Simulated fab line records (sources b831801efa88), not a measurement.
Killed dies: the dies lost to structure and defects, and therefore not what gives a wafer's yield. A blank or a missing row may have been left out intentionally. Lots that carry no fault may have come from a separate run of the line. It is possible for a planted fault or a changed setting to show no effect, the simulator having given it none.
fab line records	flow sky130
record lots=11	wafers=33	last-day=51
route steps=708 shown LDD_HVP@287 LDD_LDN@296 SD_N@351 PAD_OPEN@708
lots untouched by any fault: they come from a run of this same line in which no faults occurred
start-h: the number of hours between the record's first day and the start of the first shown wafer of the lot	wait-h: hours since the lot's step before	" repeats the value in the row above	L1.1+2: a single row standing in for several wafers	- no value, or no start given	* or withheld: withheld	< > ~ a bound
route shown NAME@n: NAME is a module with steps in the file, n the number in the route of the first one	usual: average and standard deviation across the fault-free wafers	same: alike in all rows	chamber/n: place in a boat	sites: per-site readings	_std_site: the values' standard deviation	_edge_site: outer sites' mean less inner sites'	radius-mm: how far each site lies from the wafer's centre	mask NAME#n: copy n	behind: the most recent tool/chamber to have shaped the wafer	hold: reason for holding the lot/hours on hold/outcome of the hold	device: the n, p or np transistor that did not switch	end of line: tests run on the same wafers once the route is complete	step lacking rows: just its recipe	killed: count of dies lost to structure and defects at first sort (not the wafer's yield)	map: the dies of a wafer, with x for killed, . for not killed, _ for no die there
set.NAME: the run value of the setting; set.NAME@STEP: its run value at that earlier step	model.NAME: the simulator's own value behind a step, which no gauge read
route steps across a sampled set of lots; one table per step, one row per wafer
services: a tool's chamber out of use, with start hour (start-h, from the record's first day; less than 0 if before it), hours out, and reason
## steps
# step SKY_LDD_HVP_STRIP_09
# recipe chemistry=O2/N2	power-w=1400	pressure-mtorr=1500	platen-temp-c=withheld	o2-flow-sccm=3000	n2-flow-sccm=300	overash-fraction=0.5
# usual drypump-motor-current-A=5.7/0.37	n2-flow-sccm=299.9/0.88	oes-product-au=0.408/0.0039	strip-time-to-endpoint-s=4.139/0.016
lot.wafer	tool	chamber	start-h	wait-h	drypump-motor-current-A	n2-flow-sccm	oes-product-au	rf-hours-counter-h	strip-time-to-endpoint-s
L601.2	plasma-asher-03	1	509.25	0.1	5.2	298.4	0.407	38	4.140
L601.4	"	1	"	"	5.2	298.0	0.409	-	4.148
L601.5	"	0	"	"	5.3	299.1	0.409	-	4.130
L602.1	plasma-asher-02	0	523.35	0.1	5.6	298.9	0.410	72	4.159
L602.3	"	0	"	"	5.7	298.6	0.413	-	4.145
L602.4	"	1	"	"	6.1	300.4	0.411	-	4.156
L605.1	plasma-asher-04	0	548.44	0.1	5.6	298.3	0.409	83	4.120
L605.4	"	0	"	"	5.6	299.7	0.405	-	4.167
L605.6	"	1	"	"	6.3	300.2	0.406	-	4.152
L608.3	plasma-asher-04	0	577.02	0.1	5.6	299.6	0.410	-	4.141
L608.4	"	1	"	"	6.3	300.6	0.406	-	4.141
L608.6	"	1	"	"	6.3	301.1	0.414	-	4.161
L609.1	plasma-asher-04	1	585.35	0.1	6.3	299.2	0.398	87	4.124
L609.2	"	0	"	"	5.6	299.8	0.406	87	4.118
L609.3	"	1	"	"	6.3	298.7	0.406	-	4.114
L618.1	plasma-asher-02	0	656.64	0.1	5.6	299.4	0.408	86	4.145
L618.2	"	1	"	"	6.1	300.4	0.405	86	4.121
L618.5	"	1	"	"	6.1	300.0	0.410	-	4.148
L619.3	plasma-asher-04	0	661.19	0.1	5.6	298.8	0.408	-	4.130
L619.4	"	1	"	"	6.3	299.2	0.410	-	4.137
L619.5	"	0	"	"	5.6	300.9	0.410	-	4.110
L620.1	plasma-asher-04	1	664.95	0.1	6.3	300.1	0.411	95	4.145
L620.3	"	1	"	"	6.2	300.3	0.401	-	4.145
L620.6	"	1	"	"	6.3	300.4	0.406	-	4.144
L622.1	plasma-asher-02	1	689.65	0.1	6.1	298.9	0.407	89	4.121
L622.4	"	0	"	"	5.6	299.5	0.411	-	4.127
L622.6	"	0	"	"	5.6	300.8	0.410	-	4.111
L623.3	plasma-asher-03	0	692.41	0.1	5.3	299.4	0.405	-	4.154
L623.5	"	0	"	"	5.3	299.2	0.408	-	4.154
L623.6	"	1	"	"	5.2	300.6	0.404	-	4.130
L624.2	plasma-asher-03	0	695.04	0.1	5.3	300.9	0.409	54	4.151
L624.3	"	1	"	"	5.2	300.9	0.407	-	4.155
L624.6	"	1	"	"	5.2	300.1	0.409	-	4.168
# step SKY_LDD_LDN_OVL_MEAS_07
# usual LDD_LDN_OVL=0.6/1.2
lot.wafer	tool	chamber	start-h	wait-h	LDD_LDN_OVL[nm]
L601.2	overlay-01	-	539.97	0.1	-0.1
L601.4	"	-	"	"	0.9
L601.5	"	-	"	"	2.0
L602.1	overlay-02	-	553.92	0.1	-0.6
L602.3	"	-	"	"	-2.1
L602.4	"	-	"	"	-0.1
L605.1	overlay-01	-	579.02	0.1	-1.6
L605.4	"	-	"	"	-0.1
L605.6	"	-	"	"	-1.2
L608.3	overlay-02	-	606.93	0.1	-0.2
L608.4	"	-	"	"	-1.4
L608.6	"	-	"	"	-0.7
L609.1	overlay-01	-	615.61	0.1	-2.1
L609.2	"	-	"	"	0.8
L609.3	"	-	"	"	-0.2
L618.1	overlay-02	-	684.95	0.1	3.6
L618.2	"	-	"	"	2.1
L618.5	"	-	"	"	-0.1
L619.3	overlay-02	-	688.93	0.1	2.8
L619.4	"	-	"	"	1.6
L619.5	"	-	"	"	0.2
L620.1	overlay-01	-	693.47	0.1	2.6
L620.3	"	-	"	"	1.3
L620.6	"	-	"	"	1.3
L622.1	overlay-02	-	717.65	0.1	0.3
L622.4	"	-	"	"	2.7
L622.6	"	-	"	"	1.3
L623.3	overlay-02	-	720.78	0.1	0.4
L623.5	"	-	"	"	-0.3
L623.6	"	-	"	"	1.7
L624.2	overlay-01	-	723.32	0.1	0.0
L624.3	"	-	"	"	1.0
L624.6	"	-	"	"	0.7
# step SKY_SD_N_IMPLANT_09
# recipe species=As	energy-kev=50	dose-cm2=4e+15	tilt-deg=0
# usual beam-on-s=19.1/0.89	dose-ions-cm2=4.002e+15/4.5e+12
lot.wafer	tool	chamber	start-h	wait-h	beam-on-s	dose-ions-cm2
L601.2	implanter-03	0	664.35	0.0	17.9	4e+15
L601.4	"	0	"	"	18.6	3.998e+15
L601.5	"	0	"	"	18.7	3.997e+15
L602.1	implanter-02	0	675.72	0.0	19.6	4.004e+15
L602.3	"	0	"	"	20.0	4.006e+15
L602.4	"	0	"	"	19.6	4.009e+15
L605.1	implanter-02	0	701.47	0.0	19.7	4.003e+15
L605.4	"	0	"	"	20.5	3.997e+15
L605.6	"	0	"	"	20.6	3.993e+15
L608.3	implanter-02	0	726.02	0.1	20.0	3.991e+15
L608.4	"	0	"	"	19.1	3.998e+15
L608.6	"	0	"	"	20.4	4e+15
L609.1	implanter-01	0	733.45	0.0	18.4	4.001e+15
L609.2	"	0	"	"	18.6	3.997e+15
L609.3	"	0	"	"	18.3	4.005e+15
L618.1	implanter-01	0	803.02	0.0	18.2	3.996e+15
L618.2	"	0	"	"	17.6	3.996e+15
L618.5	"	0	"	"	18.6	3.998e+15
L619.3	implanter-02	0	805.42	0.1	12.7	2.499e+15
L619.4	"	0	"	"	12.8	2.508e+15
L619.5	"	0	"	"	12.4	2.507e+15
L620.1	implanter-02	0	811.52	0.0	12.6	2.509e+15
L620.3	"	0	"	"	12.5	2.508e+15
L620.6	"	0	"	"	11.9	2.512e+15
L622.1	implanter-01	0	831.05	0.0	18.4	4.002e+15
L622.4	"	0	"	"	18.1	4.005e+15
L622.6	"	0	"	"	17.8	3.996e+15
L623.3	implanter-03	0	832.75	0.1	18.7	4.004e+15
L623.5	"	0	"	"	18.7	4.007e+15
L623.6	"	0	"	"	18.2	4.004e+15
L624.2	implanter-03	0	835.75	0.0	18.4	3.997e+15
L624.3	"	0	"	"	18.6	3.992e+15
L624.6	"	0	"	"	17.7	3.998e+15
# step SKY_SD_N_STRIP_11
# recipe chemistry=O2/N2	power-w=1400	pressure-mtorr=1500	platen-temp-c=withheld	o2-flow-sccm=3000	n2-flow-sccm=300	overash-fraction=0.5
# usual drypump-motor-current-A=5.47/0.3	n2-flow-sccm=300.0/0.88	oes-product-au=0.528/0.0047	strip-time-to-endpoint-s=22.56/0.042
lot.wafer	tool	chamber	start-h	wait-h	drypump-motor-current-A	n2-flow-sccm	oes-product-au	rf-hours-counter-h	strip-time-to-endpoint-s
L601.2	plasma-asher-03	1	664.62	0.1	5.23	299.7	0.528	51	22.56
L601.4	"	1	"	"	5.25	300.9	0.534	-	22.57
L601.5	"	1	"	"	5.25	299.9	0.537	-	22.60
L602.1	plasma-asher-03	1	676.02	0.1	5.24	299.6	0.529	52	22.58
L602.3	"	1	"	"	5.23	299.2	0.524	-	22.57
L602.4	"	0	"	"	5.32	300.0	0.522	-	22.53
L605.1	plasma-asher-01	1	701.77	0.1	5.74	298.9	0.529	28	22.47
L605.4	"	0	"	"	5.17	298.2	0.527	-	22.52
L605.6	"	0	"	"	5.17	300.0	0.531	-	22.51
L608.3	plasma-asher-03	1	726.30	0.1	5.22	300.9	0.527	-	22.54
L608.4	"	0	"	"	5.32	300.7	0.532	-	22.56
L608.6	"	0	"	"	5.32	299.4	0.529	-	22.52
L609.1	plasma-asher-02	1	733.75	0.1	6.09	298.7	0.529	94	22.56
L609.2	"	0	"	"	5.64	298.9	0.528	94	22.55
L609.3	"	1	"	"	6.10	299.2	0.527	-	22.55
L618.1	plasma-asher-03	0	803.32	0.1	5.34	299.5	0.531	65	22.65
L618.2	"	1	"	"	5.23	301.5	0.537	65	22.56
L618.5	"	1	"	"	5.21	299.9	0.532	-	22.61
L619.3	plasma-asher-02	0	805.70	0.1	5.66	299.4	0.555	-	20.95
L619.4	"	1	"	"	6.10	300.4	0.543	-	20.87
L619.5	"	1	"	"	6.10	300.2	0.554	-	20.87
L620.1	plasma-asher-01	0	811.82	0.1	5.18	300.3	0.558	37	20.92
L620.3	"	1	"	"	5.75	299.4	0.553	-	20.91
L620.6	"	0	"	"	5.21	299.8	0.551	-	20.93
L622.1	plasma-asher-03	1	831.35	0.1	5.23	299.5	0.533	68	22.50
L622.4	"	1	"	"	5.23	301.4	0.532	-	22.54
L622.6	"	1	"	"	5.23	299.6	0.532	-	22.54
L623.3	plasma-asher-03	0	833.04	0.1	5.30	300.8	0.528	-	22.64
L623.5	"	1	"	"	5.23	298.9	0.523	-	22.67
L623.6	"	0	"	"	5.32	299.9	0.525	-	22.65
L624.2	plasma-asher-01	1	836.02	0.1	5.72	300.2	0.529	39	22.60
L624.3	"	1	"	"	5.74	300.9	0.527	-	22.57
L624.6	"	0	"	"	5.21	300.2	0.530	-	22.66
# step SKY_SD_N_TW_MEAS_12
# usual SD_N_TW=3976/42
lot.wafer	tool	chamber	start-h	wait-h	SD_N_TW
L601.2	film-metro-03	-	664.73	0.1	3985
L601.4	"	-	"	"	3980
L601.5	"	-	"	"	4008
L602.1	film-metro-04	-	676.12	0.1	4013
L602.3	"	-	"	"	4022
L602.4	"	-	"	"	4013
L605.1	film-metro-03	-	701.87	0.1	4023
L605.4	"	-	"	"	4030
L605.6	"	-	"	"	4034
L608.3	film-metro-04	-	726.39	0.1	3999
L608.4	"	-	"	"	3990
L608.6	"	-	"	"	4005
L609.1	film-metro-01	-	733.85	0.1	3915
L609.2	"	-	"	"	3941
L609.3	"	-	"	"	3920
L618.1	film-metro-01	-	803.42	0.1	3914
L618.2	"	-	"	"	3920
L618.5	"	-	"	"	3931
L619.3	film-metro-03	-	805.79	0.1	3903
L619.4	"	-	"	"	3921
L619.5	"	-	"	"	3926
L620.1	film-metro-04	-	811.92	0.1	3969
L620.3	"	-	"	"	3973
L620.6	"	-	"	"	3986
L622.1	film-metro-01	-	831.45	0.1	3914
L622.4	"	-	"	"	3908
L622.6	"	-	"	"	3914
L623.3	film-metro-04	-	833.12	0.1	4029
L623.5	"	-	"	"	4021
L623.6	"	-	"	"	4015
L624.2	film-metro-04	-	836.13	0.1	4008
L624.3	"	-	"	"	4002
L624.6	"	-	"	"	4013
# step SKY_SD_N_RS_MEAS_16
# recipe thk-meas-gauge=four-point-probe
# usual SD_N_RS=68.63/0.12
lot.wafer	tool	chamber	start-h	wait-h	SD_N_RS[ohm/sq]
L601.2	film-metro-04	-	665.02	0.1	68.63
L601.4	"	-	"	"	68.72
L601.5	"	-	"	"	68.58
L602.1	film-metro-04	-	676.42	0.1	68.57
L602.3	"	-	"	"	68.69
L602.4	"	-	"	"	68.72
L605.1	film-metro-03	-	702.16	0.1	68.50
L605.4	"	-	"	"	68.50
L605.6	"	-	"	"	68.56
L608.3	film-metro-04	-	726.73	0.1	68.91
L608.4	"	-	"	"	68.94
L608.6	"	-	"	"	69.00
L609.1	film-metro-04	-	734.14	0.1	68.69
L609.2	"	-	"	"	68.81
L609.3	"	-	"	"	68.70
L618.1	film-metro-04	-	803.71	0.1	68.51
L618.2	"	-	"	"	68.65
L618.5	"	-	"	"	68.71
L619.3	film-metro-04	-	806.09	0.1	73.78
L619.4	"	-	"	"	73.86
L619.5	"	-	"	"	73.83
L620.1	film-metro-01	-	812.21	0.1	73.74
L620.3	"	-	"	"	73.90
L620.6	"	-	"	"	73.71
L622.1	film-metro-01	-	831.74	0.1	68.75
L622.4	"	-	"	"	68.64
L622.6	"	-	"	"	68.78
L623.3	film-metro-03	-	833.43	0.1	68.69
L623.5	"	-	"	"	68.67
L623.6	"	-	"	"	68.59
L624.2	film-metro-03	-	836.43	0.1	68.55
L624.3	"	-	"	"	68.58
L624.6	"	-	"	"	68.42
# step SKY_PAD_OPEN_PROBE_99
# usual killed_at_M0_to_M3=43/7.3	killed_at_M4_up=3.4/2.1	killed-at-contacts=24/5.9	killed-at-front-end=14/4	killed-at-other=0.3/0.54	killed-dies=85/10	killed-open=46/7.7	killed-short=38/6
# same gross-dies=492	killed-at-back-side=0
lot.wafer	tool	chamber	start-h	wait-h	killed_at_M0_to_M3	killed_at_M4_up	killed-at-contacts	killed-at-front-end	killed-at-other	killed-dies	killed-open	killed-short
L620.1	prober-01	-	1200.59	0.1	50	4	28	15	0	97	44	53
L620.3	prober-01	-	1200.69	0.2	39	1	35	16	0	91	60	31
L620.6	prober-01	-	1200.84	0.2	46	0	26	13	1	86	54	31
# killed by level:class
L620.1 VIA3:geometric-particle:open=9 METAL2:geometric-particle:short=8 VIA2:geometric-particle:open=7 LI_CONTACT:geometric-particle:short=6 CONTACT:geometric-particle:short=6 CONTACT:geometric-particle:open=6 VIA1:geometric-particle:open=6 FIELD_ISO:geometric-particle:short=5
L620.3 LI_CONTACT:geometric-particle:open=13 VIA1:geometric-particle:open=13 CONTACT:geometric-particle:open=11 FIELD_ISO:geometric-particle:open=5 VIA1:geometric-particle:short=5 VIA2:geometric-particle:open=5 VIA3:geometric-particle:open=5 FIELD_ISO:geometric-particle:short=4
L620.6 VIA1:geometric-particle:open=15 CONTACT:geometric-particle:open=10 VIA3:geometric-particle:open=10 VIA2:geometric-particle:open=7 LI_CONTACT:geometric-particle:open=6 CONTACT:geometric-particle:short=6 LOCAL_INTERCONNECT:geometric-particle:short=3 METAL1:geometric-particle:short=3
## services
tool	chamber	start-h	hours	kind
implanter-02	-	485.69	4.8	pm
implanter-01	-	494.15	5.1	repair
implanter-02	-	539.57	1.3	repair
implanter-02	-	543.15	2.1	repair
implanter-03	-	567.07	2.5	repair
plasma-asher-03	-	568.59	2.1	repair
implanter-02	-	576.05	3.3	repair
plasma-asher-03	-	577.21	2.8	pm
plasma-asher-03	-	597.64	15.6	pm
plasma-asher-04	-	598.32	3.7	repair
implanter-03	-	644.38	15.8	repair
implanter-03	-	690.41	1.9	repair
implanter-03	-	694.83	4.3	pm
implanter-02	-	696.37	2.9	repair
plasma-asher-01	-	696.50	1.5	repair
implanter-03	-	704.50	1.1	repair
implanter-03	-	716.91	3.2	pm
plasma-asher-04	-	733.75	9.0	pm
plasma-asher-01	-	753.08	14.6	pm
plasma-asher-04	-	762.01	3.9	repair
plasma-asher-03	-	765.50	1.9	repair
implanter-01	-	765.77	5.2	pm
plasma-asher-03	-	789.00	0.8	repair
implanter-02	-	817.89	3.2	pm
## key
first-sign step=SKY_SD_N_IMPLANT_09	reading=dose-ions-cm2	direction=down	sigmas=99+	usual=*	struck=*
effect step=SKY_SD_N_IMPLANT_09	reading=beam-on-s	direction=down	sigmas=7.5	usual=19.1	struck=12.5
effect step=SKY_SD_N_STRIP_11	reading=strip-time-to-endpoint-s	direction=down	sigmas=39	usual=*	struck=*
effect step=SKY_SD_N_RS_MEAS_16	reading=SD_N_RS	direction=up	sigmas=42	usual=68.63	struck=73.80
met-at SKY_SD_N_IMPLANT_09
struck-lots L619,L620
tester-left-out L619,L620
not-acting-at SKY_LDD_HVP_STRIP_09,SKY_LDD_LDN_OVL_MEAS_07,SKY_SD_N_TW_MEAS_12
onset-between 726.02 805.42
fault kind=process-parameter-drift	tool=implanter-02	chamber=-	onset-h=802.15	steps=SKY_SD_N_IMPLANT_09	channel=dose-cm2	offset=*	shape=step	end-h=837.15	acts-in=*	stated=*
# tester-left-out: of these lots the tester's yield and bins aren't shown, on N5 and GAA mostly nor the transistor test; their killed dies are dies lost to structure and defects alone, not to doping, threshold or leakage, so they don't give the yield
